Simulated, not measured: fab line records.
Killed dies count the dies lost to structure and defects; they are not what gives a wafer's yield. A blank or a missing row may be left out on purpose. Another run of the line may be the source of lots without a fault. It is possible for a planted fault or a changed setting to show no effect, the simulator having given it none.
One fault through the eyes of 2 desks / flow sky130 / only its own numbers are on each desk; what lay behind them is given at the end

THE METROLOGY DESK
What the gauges read for every lot (on any tool): the sampled wafers with a number, averaged. A lot is out of limits, marked OUT, if its mean lies more than 4 standard deviations from the usual mean; the brackets give that distance.
Columns: A = VIA4_BOW at SKY_VIA4_BOW_MEAS_03, usual 79 um
lot=L827; first seen here=day 41 21:16; A=68
lot=L829; first seen here=day 42 04:57; A=91
lot=L828; first seen here=day 42 08:19; A=77
lot=L830; first seen here=day 43 07:51; A=83
lot=L832; first seen here=day 43 14:55; A=83
lot=L835; first seen here=day 44 11:06; A=86
lot=L836; first seen here=day 44 13:10; A=82
lot=L837; first seen here=day 45 01:59; A=93
lot=L838; first seen here=day 45 10:37; A=75
lot=L844; first seen here=day 46 10:08; A=88
lot=L849; first seen here=day 47 23:48; A=84
lot=L850; first seen here=day 48 06:08; A=78
Result from this desk: across the 12 lots, nothing is out of limits.

AT THE TOOL OWNER'S DESK: rie diel-03
The tool's own readings at SKY_POLY_CUT_ETCH_10 (etches BARC in N2/H2, stops on SiO2, time 45.9 s, target depth 60 nm): means of the sampled wafers that have a number, for each lot that ran on this tool. A lot is out of limits, marked OUT, if its mean lies more than 4 standard deviations from the usual mean; the brackets give that distance.
Columns: A = chamber pressure mTorr at SKY_POLY_CUT_ETCH_10, usual 29.996 mTorr; B = drypump motor current A at SKY_POLY_CUT_ETCH_10, usual 5.7 A; C = oes product au at SKY_POLY_CUT_ETCH_10, usual 0.855 a.u.; D = throttle valve pct at SKY_POLY_CUT_ETCH_10, usual 13.225 %
lot=L830; first seen here=day 26 02:04; A=30.012; B=5.9; C=0.861; D=13.227
lot=L835; first seen here=day 27 10:55; A=29.995; B=6.1; C=0.855; D=13.231
lot=L836; first seen here=day 27 14:10; A=29.980; B=5.9; C=0.856; D=13.217
lot=L838; first seen here=day 28 18:22; A=29.994; B=5.8; C=0.852; D=13.225
Result from this desk: across the 4 lots, nothing is out of limits.

PUT TOGETHER
Metrology desk: nothing out of limits seen.
The desk of the tool owner found nothing out of limits.

WHAT WAS PUT IN BY THE SIMULATOR
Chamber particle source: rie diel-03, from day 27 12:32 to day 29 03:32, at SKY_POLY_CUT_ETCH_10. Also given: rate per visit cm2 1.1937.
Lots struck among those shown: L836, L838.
